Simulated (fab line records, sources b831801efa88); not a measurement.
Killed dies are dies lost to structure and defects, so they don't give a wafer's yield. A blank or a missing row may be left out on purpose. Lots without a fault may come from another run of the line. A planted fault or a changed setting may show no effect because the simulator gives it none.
Problem report in the 8D (eight disciplines) form, filled by code | flow gf180mcu | the parts of the form that need people (team, actions taken, sign-off) are left out

1. THE PROBLEM
tube_center_temp_C at GF_DUAL_GATE_OXIDATION_02 reads a mean of 902.65 C on 6 wafers of 2 lots; wafers without a fault read 899.99 C with a standard deviation of 0.086. That is +31 standard deviations from the usual mean.
The step: stabilise 600 s, purge 300 s, target thk 10.887 nm.
First seen on wafer L154.2, day 9 14:08, on furnace-02. The record holds 42 wafers of 14 lots with a number at this step. Rule for "out", or "out of limits": more than 4 standard deviations from the usual mean. The other wafers with a number count as sound.

2. WHAT IT IS AND WHAT IT IS NOT
question                    | is                                         | is not
which readings at this step | tube_center_temp_C, tube_center_temp_C_max | zone_power_centre_pct
which lots                  | L154, L156                                 | L147, L149, L155, L161, L162, L163, L165, L166, L167, L168, L169, L170
which wafers of those lots  | all that have a number                     | -
read on which tools         | furnace-02                                 | furnace-01
when                        | from day 9 14:08                           | up to then (6 sound wafers); but 30 sound wafers of L155, L161, L162, L163, L165, L166, L167, L168, L169, L170 came after

3. SUSPECTS, AND WHAT RULES EACH OUT
Counting: a tool at a process step up to the reading stays a suspect if it ran every lot that is out and no sound lot after the first of them.
- furnace-02 at GF_DUAL_GATE_OXIDATION_02 (stabilise 600 s, purge 300 s, target thk 10.887 nm): ruled out as a lasting fault. Sound lots L167, L168 ran on it after its first lot that is out, L154 (day 9 14:08).
Left after counting: nothing in the record.

4. THE CAUSE (what the simulator had put in)
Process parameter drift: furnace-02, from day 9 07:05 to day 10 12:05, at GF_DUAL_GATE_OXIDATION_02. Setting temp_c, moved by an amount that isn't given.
Counting ruled it out, wrongly.

5. THE CHAIN OF EFFECTS, in route order
Each row: a reading whose mean over the struck wafers that have a number lies more than 3 standard deviations from the usual. Only readings for which the record gives a usual standard deviation are gone through. hours: the time from each lot's start at the first step in this table that gives one to its start at this step, as a median over the lots. sigmas: the change in usual standard deviations.
hours | step                      | reading                | usual    | on struck wafers | change | sigmas
0     | GF_DUAL_GATE_OXIDATION_02 | tube_center_temp_C     | 899.99 C | 902.65           | +2.66  | +31
0     | GF_DUAL_GATE_OXIDATION_02 | tube_center_temp_C_max | 902.3    | 905.0            | +2.7   | +6.8
The process steps in it:
- GF_DUAL_GATE_OXIDATION_02: stabilise 600 s, purge 300 s, target thk 10.887 nm.
Later measuring or inspecting steps at which every struck wafer that the step has a row for has a number for every such reading, and none has moved that far: GF_POLY_GATE_CD_MEAS_10.

6. WHAT WOULD HAVE CAUGHT IT SOONER
In this record the first reading out of limits was taken at day 9 14:08, 7 hours after the fault began at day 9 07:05.
